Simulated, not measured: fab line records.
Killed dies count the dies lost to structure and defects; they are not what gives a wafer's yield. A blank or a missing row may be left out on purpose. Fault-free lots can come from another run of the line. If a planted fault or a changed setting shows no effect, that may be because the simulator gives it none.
fab line records | flow sky130
[record] lots = 7 wafers = 18 last-day = 50
route steps=708 shown LOCAL_INTERCONNECT@398 CONTACT@406 METAL1@434 PAD_OPEN@708
lots untouched by any fault: they come from a run of this same line in which no faults occurred
start-h: start of the lot's first displayed wafer, in hours after the record's first day | wait-h: hours elapsed since this lot's preceding step | " as in the row above | L1.1+2: several wafers, shown together as one row | - either no value or no given start | * or withheld: withheld | < > ~ a bound
route shown NAME@n: NAME is a module with steps in the file, n the number in the route of the first one | usual: mean/standard deviation taken from wafers without a fault | same: alike in all rows | chamber/n: place in a boat | sites: per-site readings | _std_site: their standard deviation | _edge_site: the outer-site mean with the inner-site mean subtracted | radius-mm: for every site, how far away it sits from the centre of the wafer | mask NAME#n: copy n | behind: the last tool/chamber to shape the wafer | hold: what put the lot on hold/how long, in hours/how the hold closed | device: whichever transistor did not switch (one of n, p or np) | end of line: tests of these same wafers at the route's end | a step without rows: its recipe alone | killed: count of dies lost to structure and defects at first sort (not the wafer's yield) | map: dies across one wafer; x = killed, . = not, _ = none there
set.NAME: setting as actually run; set.NAME@STEP: the setting as run at that earlier step | model.NAME: the simulator's own value behind a step, which no gauge read
lots seen at some steps along the route; tables by step, rows by wafer
services: a tool's chamber out of use, with start hour (start-h, from the record's first day; less than 0 if before it), hours out, and reason
[[steps]]
[step SKY_LOCAL_INTERCONNECT_CD_MEAS_11]
[recipe] target-cd-nm = 170
[usual] cd-nm = 170.3/1.1
// columns lot.wafer tool chamber start-h wait-h cd-nm
L414.3 cd-sem-01 - 728.83 - 170.8
L414.4 " - " " 170.0
L414.5 " - " " 169.1
L419.2 cd-sem-01 - 766.71 - 169.6
L419.3 " - " " 167.7
L419.6 " - " " 168.9
L425.4 cd-sem-01 - 806.50 - 169.1
L425.6 " - " " 168.6
L426.1 cd-sem-01 - 809.90 - 170.3
L426.4 " - " " 171.8
L427.1 cd-sem-01 - 817.29 - 169.3
L427.4 " - " " 168.7
L433.2 cd-sem-02 - 859.32 - 169.7
L433.3 " - " " 171.1
L433.4 " - " " 170.0
L435.2 cd-sem-01 - 874.92 - 171.1
L435.3 " - " " 171.5
L435.6 " - " " 170.7
[step SKY_LOCAL_INTERCONNECT_OVL_MEAS_12]
[usual] LOCAL_INTERCONNECT_OVL = -2/5.4
// columns lot.wafer tool chamber start-h wait-h LOCAL_INTERCONNECT_OVL[nm]
L414.3 overlay-01 - 728.92 0.1 1
L414.4 " - " " 6
L414.5 " - " " 2
L419.2 overlay-02 - 766.82 0.1 -5
L419.3 " - " " -2
L419.6 " - " " -13
L425.4 overlay-02 - 806.58 0.1 -2
L425.6 " - " " -1
L426.1 overlay-02 - 810.02 0.1 -3
L426.4 " - " " 4
L427.1 overlay-02 - 817.41 0.1 -6
L427.4 " - " " -5
L433.2 overlay-01 - 859.42 0.1 8
L433.3 " - " " 8
L433.4 " - " " 6
L435.2 overlay-01 - 875.02 0.1 -11
L435.3 " - " " 0
L435.6 " - " " -9
[step SKY_LOCAL_INTERCONNECT_ETCH_13]
[recipe] chemistry = N2/H2 target = BARC ion-energy-ev = 200 bias-w = 100 pressure-mtorr = 30 n2-flow-sccm = 100 h2-flow-sccm = 200 icp-w = 500 stop-on = SiO2 time-s = 45.9 target-depth-a = 600
[step SKY_LOCAL_INTERCONNECT_METAL_ETCH_14]
[recipe] target-depth-nm = 110 stop-on = PSG chemistry = Cl2/BCl3 target = TiN resist-sidewall-deg = 88 pressure-mtorr = 10 icp-w = 900 bias-w = 48.5 Cl2_flow_sccm = 60 bcl3-flow-sccm = 30 time-s = 31.4
[step SKY_LOCAL_INTERCONNECT_STRIP_15]
[recipe] chemistry = O2/N2 power-w = 1400 pressure-mtorr = 1500 platen-temp-c = withheld o2-flow-sccm = 3000 n2-flow-sccm = 300 overash-fraction = 0.5
[step SKY_LOCAL_INTERCONNECT_STRIP_16]
[recipe] chemistry = post-etch-residue-remover time-s = 1200 temp-c = 72.5
[step SKY_LOCAL_INTERCONNECT_CLEAN_17]
[recipe] chemistry = IPA time-s = 180 temp-c = 25
[step SKY_LOCAL_INTERCONNECT_CLEAN_18]
[recipe] chemistry = O3/DIW dry = n2-spin
[step SKY_CONTACT_CVD_00]
[recipe] material = Si3N4 target-thk-nm = 75 temp-c = 400 time-s = withheld rf-w = 450
[usual] heater-power-w = 720/75
// columns lot.wafer tool chamber start-h wait-h heater-power-w
L414.3 pecvd-03 0 729.65 0.0 742
L414.4 " 2 " " 884
L414.5 " 0 " " 737
L419.2 pecvd-01 0 767.55 0.0 737
L419.3 " 2 " " 762
L419.6 " 1 " " 776
L425.4 pecvd-03 2 807.32 0.0 827
L425.6 " 1 " " 721
L426.1 pecvd-03 2 810.76 0.0 787
L426.4 " 2 " " 792
L427.1 pecvd-02 2 818.16 0.0 634
L427.4 " 2 " " 643
L433.2 pecvd-03 1 860.38 0.0 712
L433.3 " 0 " " 721
L433.4 " 1 " " 714
L435.2 pecvd-02 2 875.87 0.0 685
L435.3 " 1 " " 697
L435.6 " 0 " " 601
[step SKY_CONTACT_THK_MEAS_01]
[recipe] reads = Si3N4_of_CONTACT_CVD_00
[usual] CONTACT_CVD_00_THK = 74.9/0.88
// columns lot.wafer tool chamber start-h wait-h CONTACT_CVD_00_THK[nm]
L414.3 film-metro-02 - 729.70 - 73.4
L414.4 " - " " 75.5
L414.5 " - " " 75.5
L419.2 film-metro-02 - 767.59 - 75.5
L419.3 " - " " 74.5
L419.6 " - " " 77.0
L425.4 film-metro-02 - 807.36 - 75.7
L425.6 " - " " 76.2
L426.1 film-metro-01 - 810.79 - 73.8
L426.4 " - " " 74.8
L427.1 film-metro-01 - 818.21 - 73.2
L427.4 " - " " 75.3
L433.2 film-metro-01 - 860.43 - 74.2
L433.3 " - " " 74.6
L433.4 " - " " 76.5
L435.2 film-metro-04 - 875.92 - 74.5
L435.3 " - " " 74.0
L435.6 " - " " 74.8
[step SKY_CONTACT_HDPCVD_02]
[recipe] material = SiO2 target-thk-nm = 565 sigma-open-frac = 0.3 time-s = 94.2 temp-c = 600 sih4-flow-sccm = 60 pressure-mtorr = 6
[step SKY_CONTACT_THK_MEAS_03]
[recipe] reads = SiO2_of_CONTACT_HDPCVD_02
[usual] CONTACT_HDPCVD_THK = 564/5.1
// columns lot.wafer tool chamber start-h wait-h CONTACT_HDPCVD_THK[nm]
L414.3 film-metro-01 - 729.87 0.1 569
L414.4 " - " " 566
L414.5 " - " " 572
L419.2 film-metro-01 - 767.72 0.0 562
L419.3 " - " " 564
L419.6 " - " " 561
L425.4 film-metro-04 - 807.49 0.0 556
L425.6 " - " " 559
L426.1 film-metro-02 - 810.92 0.0 565
L426.4 " - " " 563
L427.1 film-metro-02 - 818.34 0.0 557
L427.4 " - " " 564
L433.2 film-metro-02 - 860.56 0.0 562
L433.3 " - " " 561
L433.4 " - " " 560
L435.2 film-metro-01 - 876.05 0.0 568
L435.3 " - " " 560
L435.6 " - " " 560
[step SKY_CONTACT_CMP_04]
[recipe] material = SiO2 down-force-psi = 4 platen-rpm = 60 pad-velocity-m-s = 0.94248
[usual] edge-zone-pressure-frac = 1.000/0.0053 motor-current-A = 12.1/0.91 slurry-filter-dp-kPa = 13.49/0.14 time-to-endpoint-s = 81/3.9
// columns lot.wafer tool chamber start-h wait-h edge-zone-pressure-frac motor-current-A slurry-filter-dp-kPa time-to-endpoint-s model.SiO2_of_CONTACT_HDPCVD_02.thk-nm
L414.4 cmp-02 2 729.96 0.1 0.993 12.7 13.49 84 341.6
L414.3 " 0 " " 1.001 13.3 13.68 85 341.9
L414.5 " 1 " " 1.003 13.2 13.41 86 340.8
L419.3 cmp-01 3 767.91 0.2 1.002 10.0 13.33 81 340.3
L419.2 " 1 " " 1.003 11.4 13.46 79 339.9
L419.6 " 3 " " 0.989 10.1 13.53 81 339.3
L425.4 cmp-01 1 807.78 0.3 0.990 10.9 13.59 101 414.5
L425.6 " 2 " " 0.995 13.4 13.44 79 338
L426.1 cmp-01 0 810.98 0.1 1.002 12.2 13.49 80 338.4
L426.4 " 2 " " 0.993 12.7 13.45 104 416.7
L427.1 cmp-01 1 818.50 0.1 1.007 11.3 13.61 76 339.7
L427.4 " 2 " " 0.992 13.0 13.51 105 418.4
L433.2 cmp-02 0 860.66 0.1 1.004 12.8 13.51 85 342.1
L433.4 " 1 " " 1.000 12.2 13.74 82 341.7
L433.3 " 2 " " 0.997 12.3 13.30 83 342.5
L435.3 cmp-02 1 876.10 0.0 1.002 12.5 13.19 73 339.4
L435.2 " 3 " " 0.999 11.4 13.47 79 340.8
L435.6 " 2 " " 1.000 12.6 13.51 76 340.8
[step SKY_CONTACT_BOW_MEAS_05]
[recipe] mode = bow
[usual] CONTACT_BOW = 83/6.6
// columns lot.wafer tool chamber start-h wait-h CONTACT_BOW[um]
L414.3 film-metro-02 - 730.25 0.1 71
L414.4 " - " " 77
L414.5 " - " " 85
L419.2 film-metro-04 - 768.18 0.1 86
L419.3 " - " " 92
L419.6 " - " " 82
L425.4 film-metro-02 - 808.14 0.3 84
L425.6 " - " " 73
L426.1 film-metro-04 - 811.28 0.2 82
L426.4 " - " " 92
L427.1 film-metro-02 - 818.70 0.1 73
L427.4 " - " " 92
L433.2 film-metro-04 - 860.93 0.2 77
L433.3 " - " " 87
L433.4 " - " " 95
L435.2 film-metro-04 - 876.42 0.2 89
L435.3 " - " " 81
L435.6 " - " " 79
[step SKY_CONTACT_DEHYDRATE_06]
[recipe] temp-c = 200 time-s = 60
[step SKY_CONTACT_HMDS_07]
[recipe] prime-time-s = 60 prime-temp-c = 120
[step SKY_CONTACT_COAT_08]
[recipe] resist = BARC temp-c = withheld time-s = withheld spin-rpm = 3000 resist-thk-nm = 60
[step SKY_CONTACT_COAT_09]
[recipe] resist = KrF-thick spin-rpm = 3000 resist-thk-nm = 450
[step SKY_CONTACT_SOFTBAKE_10]
[recipe] temp-c = 100 time-s = 90 resist = KrF-thick
[step SKY_CONTACT_EXPOSE_11]
[recipe] mask-id = CTM1 na = 0.8 source-shape = annular sigma-inner = 0.55 sigma-outer = 0.85 target-cd-nm = 170 dose-mj = 38
[step SKY_CONTACT_PEB_12]
[recipe] peb-temp-c = withheld peb-time-s = withheld resist = KrF-thick
[step SKY_CONTACT_DEVELOP_13]
[recipe] develop-time-s = 60 resist = KrF-thick dev-temp-c = 21
[step SKY_CONTACT_CD_MEAS_14]
[recipe] target-cd-nm = 170
[usual] cd-nm = 169.5/1.6
// columns lot.wafer tool chamber start-h wait-h cd-nm
L414.3 cd-sem-02 - 757.51 - 171.0
L414.4 " - " " 170.8
L414.5 " - " " 168.4
L419.2 cd-sem-01 - 794.99 - 168.0
L419.3 " - " " 169.3
L419.6 " - " " 167.5
L425.4 cd-sem-01 - 834.30 - 168.6
L425.6 " - " " 169.9
L426.1 cd-sem-02 - 837.74 - 168.5
L426.4 " - " " 168.8
L427.1 cd-sem-02 - 845.42 - 169.3
L427.4 " - " " 169.4
L433.2 cd-sem-02 - 886.32 - 167.4
L433.3 " - " " 169.6
L433.4 " - " " 169.6
L435.2 cd-sem-02 - 901.51 - 173.5
L435.3 " - " " 173.2
L435.6 " - " " 173.7
[step SKY_CONTACT_OVL_MEAS_15]
[usual] CONTACT_OVL = 1/5.2
// columns lot.wafer tool chamber start-h wait-h CONTACT_OVL[nm]
L414.3 overlay-01 - 757.60 0.1 -3
L414.4 " - " " -2
L414.5 " - " " -7
L419.2 overlay-02 - 795.10 0.1 -8
L419.3 " - " " 2
L419.6 " - " " -4
L425.4 overlay-01 - 834.38 0.1 -3
L425.6 " - " " 0
L426.1 overlay-01 - 837.86 0.1 0
L426.4 " - " " 3
L427.1 overlay-01 - 845.54 0.1 -1
L427.4 " - " " -5
L433.2 overlay-01 - 886.42 0.1 -1
L433.3 " - " " -8
L433.4 " - " " 1
L435.2 overlay-01 - 901.62 0.1 10
L435.3 " - " " 3
L435.6 " - " " 7
[step SKY_CONTACT_ETCH_16]
[recipe] chemistry = N2/H2 target = BARC ion-energy-ev = 200 source-w = 500 bias-w = 100 pressure-mtorr = 30 n2-flow-sccm = 100 h2-flow-sccm = 200 stop-on = SiO2 time-s = 45.9 target-depth-a = 600
[step SKY_CONTACT_ETCH_17]
[recipe] target = SiO2 chemistry = C4F8/O2/Ar stop-on = Si3N4 mask-material = KrF-thick source-w = 1500 bias-w = 1200 pressure-mtorr = 40 c4f8-flow-sccm = withheld O2_flow_sccm = 6 Ar_flow_sccm = 300 time-s = withheld target-depth-a = 3400
[usual] oes-product-au = 0.892/0.0048
// columns lot.wafer tool chamber start-h wait-h oes-product-au model.etch.depth-nm model.CONTACT.feature-depth-nm
L414.3 rie-diel-02 1 757.67 0.0 0.892 341.9 341.9
L414.4 " 3 " " 0.891 341.6 341.6
L414.5 " 3 " " 0.895 340.8 340.8
L419.2 rie-diel-02 2 795.17 0.0 0.889 339.9 339.9
L419.3 " 3 " " 0.889 340.3 340.3
L419.6 " 3 " " 0.889 339.3 339.3
L425.4 rie-diel-02 3 834.44 0.0 0.989 406.8 406.8
L425.6 " 0 " " 0.891 338 338
L426.1 rie-diel-03 0 837.94 0.0 0.888 338.4 338.4
L426.4 " 2 " " 1.005 409 409
L427.1 rie-diel-02 0 845.62 0.0 0.891 339.7 339.7
L427.4 " 2 " " 0.982 404.7 404.7
L433.2 rie-diel-04 0 886.50 0.0 0.897 342.1 342.1
L433.3 " 3 " " 0.900 342.5 342.5
L433.4 " 2 " " 0.889 341.7 341.7
L435.2 rie-diel-02 3 901.69 0.0 0.901 340.8 340.8
L435.3 " 2 " " 0.893 339.4 339.4
L435.6 " 1 " " 0.891 340.8 340.8
[step SKY_CONTACT_ETCH_18]
[recipe] target = Si3N4 chemistry = CHF3/O2 stop-on = TiN source-w = 600 bias-w = 200 pressure-mtorr = 40 chf3-flow-sccm = 50 O2_flow_sccm = 5 time-s = 39 target-depth-a = 750
[usual] drypump-motor-current-A = 5.6/0.49 oes-product-au = 0.854/0.0072 throttle-valve-pct = 8.793/0.0096
// columns lot.wafer tool chamber start-h wait-h drypump-motor-current-A oes-product-au rf-hours-counter-h throttle-valve-pct
L414.3 rie-diel-02 1 - - 5.4 0.841 6 8.787
L414.4 " 3 " " 5.5 0.862 5 8.801
L414.5 " 3 " " 5.5 0.858 - 8.783
L419.2 rie-diel-02 2 - - 5.1 0.852 8 8.790
L419.3 " 3 " " 5.5 0.859 6 8.785
L419.6 " 3 " " 5.5 0.866 - 8.805
L425.4 rie-diel-02 3 - - 5.5 0.852 7 8.799
L425.6 " 0 " " 5.9 0.863 - 8.793
L426.1 rie-diel-03 0 - - 4.7 0.850 11 8.808
L426.4 " 2 " " 5.0 0.853 - 8.798
L427.1 rie-diel-02 0 - - 5.9 0.838 22 8.785
L427.4 " 2 " " 5.1 0.862 10 8.789
L433.2 rie-diel-04 0 - - 6.3 0.858 3 8.784
L433.3 " 3 " " 5.7 0.852 13 8.804
L433.4 " 2 " " 6.0 0.869 13 8.801
L435.2 rie-diel-02 3 - - 5.5 0.861 9 8.791
L435.3 " 2 " " 5.1 0.849 12 8.802
L435.6 " 1 " " 5.4 0.861 - 8.796
[step SKY_CONTACT_STRIP_19]
[recipe] chemistry = O2/N2 power-w = 1400 pressure-mtorr = 1500 platen-temp-c = withheld o2-flow-sccm = 3000 n2-flow-sccm = 300 overash-fraction = 0.5
[usual] drypump-motor-current-A = 5.5/0.39 oes-product-au = 0.381/0.0046 strip-time-to-endpoint-s = 3.613/0.023
// columns lot.wafer tool chamber start-h wait-h drypump-motor-current-A oes-product-au rf-hours-counter-h strip-time-to-endpoint-s
L414.3 plasma-asher-02 1 757.79 - 5.1 0.380 - 3.600
L414.4 " 0 " " 5.6 0.385 - 3.648
L414.5 " 1 " " 5.2 0.382 - 3.633
L419.2 plasma-asher-04 1 795.26 - 5.7 0.380 92 3.624
L419.3 " 0 " " 6.1 0.381 - 3.613
L419.6 " 1 " " 5.7 0.378 - 3.625
L425.4 plasma-asher-04 1 834.56 - 5.6 0.377 - 3.611
L425.6 " 0 " " 6.1 0.389 - 3.611
L426.1 plasma-asher-04 1 838.03 - 5.7 0.384 97 3.621
L426.4 " 1 " " 5.7 0.383 - 3.609
L427.1 plasma-asher-04 0 845.71 - 6.1 0.376 97 3.635
L427.4 " 0 " " 6.1 0.385 - 3.647
L433.2 plasma-asher-04 0 886.59 - 6.1 0.382 101 3.651
L433.3 " 1 " " 5.7 0.379 - 3.612
L433.4 " 0 " " 6.1 0.385 - 3.636
L435.2 plasma-asher-04 0 901.78 - 6.2 0.380 103 3.623
L435.3 " 0 " " 6.2 0.381 - 3.627
L435.6 " 0 " " 6.2 0.378 - 3.599
[step SKY_CONTACT_STRIP_20]
[recipe] chemistry = post-etch-residue-remover time-s = 1200 temp-c = 72.5
[step SKY_CONTACT_CLEAN_21]
[recipe] chemistry = IPA time-s = 180 temp-c = 25
[step SKY_CONTACT_CLEAN_22]
[recipe] chemistry = O3/DIW dry = n2-spin
[step SKY_CONTACT_SPUTTER_23]
[recipe] material = TiN target-thk-nm = 20 chamber-pressure-pa = 5 power-w = 4000 time-s = 80
[usual] throttle-valve-pct = 30.1/0.75
// columns lot.wafer tool chamber start-h wait-h throttle-valve-pct
L414.3 pvd-sputter-01 - 758.35 0.0 28.7
L414.4 " - " " 29.2
L414.5 " - " " 29.1
L419.2 pvd-sputter-03 - 795.85 0.0 30.7
L419.3 " - " " 30.6
L419.6 " - " " 30.8
L425.4 pvd-sputter-02 - 835.22 0.0 29.7
L425.6 " - " " 30.0
L426.1 pvd-sputter-01 - 838.69 0.0 29.9
L426.4 " - " " 31.0
L427.1 pvd-sputter-02 - 846.73 0.0 28.8
L427.4 " - " " 30.1
L433.2 pvd-sputter-03 - 887.21 0.0 30.9
L433.3 " - " " 29.8
L433.4 " - " " 30.6
L435.2 pvd-sputter-01 - 902.81 0.0 29.8
L435.3 " - " " 31.2
L435.6 " - " " 28.6
[step SKY_CONTACT_CVD_24]
[recipe] material = W target-thk-nm = 340 time-s = 102.12 temp-c = 400 pressure-torr = 40
[usual] heater-power-w = 874/58
// columns lot.wafer tool chamber start-h wait-h heater-power-w
L414.3 cvd-w-02 1 758.45 0.1 875
L414.4 " 0 " " 900
L414.5 " 0 " " 902
L419.2 cvd-w-01 1 795.91 0.0 763
L419.3 " 0 " " 864
L419.6 " 1 " " 744
L425.4 cvd-w-01 0 835.31 0.1 877
L425.6 " 1 " " 747
L426.1 cvd-w-02 0 838.75 0.0 889
L426.4 " 1 " " 917
L427.1 cvd-w-02 0 846.80 0.0 873
L427.4 " 0 " " 921
L433.2 cvd-w-01 1 887.27 0.0 754
L433.3 " 0 " " 859
L433.4 " 1 " " 758
L435.2 cvd-w-01 0 902.87 0.0 883
L435.3 " 1 " " 765
L435.6 " 1 " " 769
[step SKY_CONTACT_CMP_27]
[recipe] stop-on = SiO2 t-overpolish-s = 15 down-force-psi = 3.5 platen-rpm = 60 target-thk-nm = 0 pad-velocity-m-s = 0.94248
[usual] edge-zone-pressure-frac = 1.000/0.0046 motor-current-A = 11.1/0.9 slurry-filter-dp-kPa = 13.51/0.15
// columns lot.wafer tool chamber start-h wait-h edge-zone-pressure-frac motor-current-A slurry-filter-dp-kPa model.SiO2_of_CONTACT_HDPCVD_02.thk-nm
L414.4 cmp-01 2 758.80 0.1 0.997 11.7 13.28 338.4
L414.3 " 3 " " 1.001 9.0 13.54 338.7
L414.5 " 1 " " 0.997 10.4 13.50 337.6
L419.3 cmp-01 2 796.20 0.0 0.999 11.4 13.77 337.2
L419.2 " 1 " " 0.997 10.5 13.56 336.7
L419.6 " 3 " " 1.004 9.5 13.59 336.2
L425.4 cmp-02 2 835.72 0.2 1.001 11.5 13.66 411.3
L425.6 " 0 " " 0.994 11.6 13.78 334.9
L426.4 cmp-02 1 839.14 0.1 0.997 11.1 13.69 413.5
L426.1 " 2 " " 0.998 11.7 13.71 335.2
L427.1 cmp-02 3 847.09 0.1 0.996 10.7 13.33 336.5
L427.4 " 2 " " 1.003 11.4 13.53 415.2
L433.2 cmp-02 1 887.61 0.1 1.001 11.6 13.33 338.9
L433.3 " 2 " " 0.992 11.4 13.44 339.4
L433.4 " 3 " " 0.993 10.8 13.44 338.5
L435.2 cmp-02 1 903.16 0.0 1.000 11.9 13.36 337.6
L435.3 " 2 " " 1.001 11.2 13.51 336.2
L435.6 " 2 " " 0.993 11.6 13.45 337.6
[step SKY_METAL1_SPUTTER_00]
[recipe] material = Ti target-thk-nm = 15 power-w = 3000 time-s = 10 chamber-pressure-pa = 0.4
[step SKY_PAD_OPEN_PROBE_99]
[usual] killed_at_M0_to_M3 = 43/6.5 killed_at_M4_up = 3.5/1.9 killed-at-contacts = 24/5.4 killed-at-front-end = 16/4.8 killed-at-other = 0.4/0.64 killed-dies = 87/9.4 killed-on-rim = 18/4.1 killed-open = 47/7 killed-short = 40/6.3
[same] gross-dies = 492 killed-at-back-side = 0
// columns lot.wafer tool chamber start-h wait-h killed_at_M0_to_M3 killed_at_M4_up killed-at-contacts killed-at-front-end killed-at-other killed-dies killed-on-rim killed-open killed-short
L425.4 prober-01 - 1149.31 0.2 48 6 153 17 0 224 46 51 47
L426.1 prober-02 - 1150.66 0.1 50 3 18 28 0 99 18 55 44
L426.4 prober-02 - 1150.81 0.2 43 4 219 22 2 290 57 49 51
L427.1 prober-01 - 1157.31 0.1 55 6 25 6 1 93 16 55 38
L427.4 prober-01 - 1157.46 0.2 37 2 284 10 0 333 92 36 35
// killed by level:class
L425.4 CONTACT:area-cmp=126 METAL1:geometric-particle:short=11 CONTACT:geometric-particle:open=10 LI_CONTACT:geometric-particle:open=7 VIA3:geometric-particle:open=7 VIA2:geometric-particle:short=6 VIA3:geometric-particle:short=6 FIELD_ISO:geometric-particle:short=5
L426.1 VIA1:geometric-particle:open=12 FIELD_ISO:geometric-particle:short=11 LI_CONTACT:geometric-particle:open=7 VIA1:geometric-particle:short=7 VIA2:geometric-particle:open=7 METAL1:geometric-particle:short=6 VIA3:geometric-particle:open=6 FIELD_ISO:geometric-particle:open=5
L426.4 CONTACT:area-cmp=190 VIA1:geometric-particle:open=14 LI_CONTACT:geometric-particle:open=7 CONTACT:geometric-particle:open=7 METAL1:geometric-particle:short=7 POLY_GATE:geometric-particle:short=6 FIELD_ISO:geometric-particle:open=5 CONTACT:geometric-particle:short=5
L427.1 VIA2:geometric-particle:open=13 CONTACT:geometric-particle:open=10 VIA1:geometric-particle:open=9 VIA3:geometric-particle:open=8 LI_CONTACT:geometric-particle:open=7 METAL1:geometric-particle:short=7 CONTACT:geometric-particle:short=5 METAL4:geometric-particle:short=5
L427.4 CONTACT:area-cmp=262 CONTACT:geometric-particle:open=9 METAL1:geometric-particle:short=6 VIA3:geometric-particle:short=5 VIA3:geometric-particle:open=5 FIELD_ISO:geometric-particle:short=4 LI_CONTACT:geometric-particle:open=4 LOCAL_INTERCONNECT:geometric-particle:short=4
// map L425.4 (x killed, . not)
__________xxxxx..xxx_________
________xxxxx.x.xx.x.._______
______xxxxxxx.x..x.x...._____
_____.x.xxxx.xx...x...x.x____
____..xx.x.xx..xxxxxxx....___
___...xxx...xxxx...x...x..x__
__..x...x.....x...xx.x.x...._
_.x.x..x...xx.x...x..xxxxxxxx
_..x..x.....x...xx..x..x..xx.
_.................x..xxxxxx.x
_x..x....x........xx.x...xxxx
_xx......x........xxxxxxxxx.x
_xx.x.......x......x.xxxxxxxx
_x.xx.x...x....xxxxxxxxxxxx.x
_....xx.......xxxxxxxxxxxxxxx
__.....x.x......xxxxxxxxxxxx_
___.x.x..x.x...xxx.xxxxxx.x__
____..x....x...xx.xxxxx.xx___
_____...........x.xx.x...____
______.x......x..x..xx.x_____
________x......x......_______
__________x.xx.....x_________
// map L426.4 (x killed, . not)
__________xxx.x..x.._________
________xxxxxxx......._______
______xxxx..x.....xx..x._____
_____.x.xxxxx..xx...x..x.____
____xxxxx....xx...x..x.xx.___
___.xx.xxx...........x.....__
__..xx.x..xxx...x......x...x_
_x...xx.xx.....x..xx..x..x...
_..x.xxxx.xxxx..xxxxx...x....
_.x.xxxx...x..xx.x.x....xxxxx
_..xx..x.x.x......xxx.xx.x.xx
_x..x.xxx.x..xxx.xxx....x.xx.
_xxxxxx.xxx.xxxx.xx...xxxxxx.
_xxx.xxx.xxxxxxxx.xx..x..x..x
_x.xxxxx.xxxxxxxxxxxx..xxxxx.
__xxxxxxxxxxx..xxxxxxxx.xxx._
___xxxxxx..xx.xxxxx...xx.xx__
____.xx.xxx.xx.xxxxxxxxx.x___
_____xxxxxxx.xxxxxxxxxx.x____
______.xxxxxxx..xx..x.xx_____
________xxx.xx.xx...xx_______
__________xxx.xxx.xx_________
[[services]]
// columns tool chamber start-h hours kind
cvd-w-01 1 707.48 3.2 repair
cmp-01 - 716.52 6.9 pm
rie-diel-02 1 725.74 7.4 repair
cvd-w-01 0 728.48 1.9 repair
cvd-w-02 1 731.05 10.9 repair
plasma-asher-04 - 739.16 1.3 repair
cmp-02 - 743.57 1.6 repair
cmp-01 - 745.76 4.0 pm
cmp-01 - 745.77 0.9 repair
cvd-w-02 - 755.01 0.9 repair
cmp-01 - 759.12 1.3 repair
cvd-w-01 - 774.71 8.2 repair
cmp-02 - 786.64 30.2 repair
cmp-02 - 804.44 1.9 repair
pecvd-03 0 811.63 5.9 repair
cvd-w-01 1 811.77 9.8 repair
cmp-02 - 815.79 3.2 repair
plasma-asher-04 - 817.59 1.6 repair
pvd-sputter-01 - 818.68 1.0 repair
plasma-asher-04 - 839.36 3.5 repair
cmp-01 - 849.92 7.5 pm
pecvd-03 - 863.89 5.5 pm
rie-diel-02 1 887.22 10.5 repair
cmp-02 - 887.99 2.6 repair
[[key]]
[first-sign] step = SKY_CONTACT_CMP_04 reading = time-to-endpoint-s direction = up sigmas = 5.9 usual = * struck = *
[effect] step = SKY_CONTACT_ETCH_17 reading = oes-product-au direction = up sigmas = 21 usual = 0.892 struck = 0.992
[effect] step = SKY_PAD_OPEN_PROBE_99 reading = killed-at-contacts direction = up sigmas = 36 usual = 24 struck = 219
[model-effect] step = SKY_CONTACT_CMP_04 value = SiO2_of_CONTACT_HDPCVD_02.thk-nm without = 339.1 struck = 416.5
[model-effect] step = SKY_CONTACT_ETCH_17 value = etch.depth-nm without = 339.1 struck = 406.9
[model-effect] step = SKY_CONTACT_CMP_27 value = SiO2_of_CONTACT_HDPCVD_02.thk-nm without = 335.9 struck = 413.3
[more-kills-born-at] SKY_CONTACT_CMP_04@cmp-01 = 578
met-at SKY_CONTACT_CMP_04
struck-wafers L425.4,L426.4,L427.4
later-rows-left-out L427.4
tester-left-out L425,L426,L427
onset-between 767.91 807.78
[fault] kind = process-parameter-drift tool = cmp-01 chamber = - onset-h = 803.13 steps = SKY_CONTACT_CMP_04 channel = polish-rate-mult offset = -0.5 shape = step end-h = 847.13 scope = struck-wafers-only
// tester-left-out: of these lots the tester's yield and bins aren't shown, on N5 and GAA mostly nor the transistor test; their killed dies are dies lost to structure and defects alone, not to doping, threshold or leakage, so they don't give the yield
// later-rows-left-out: the simulator's readings of these wafers behind a module that went badly wrong aren't trusted and aren't shown, but for the sort
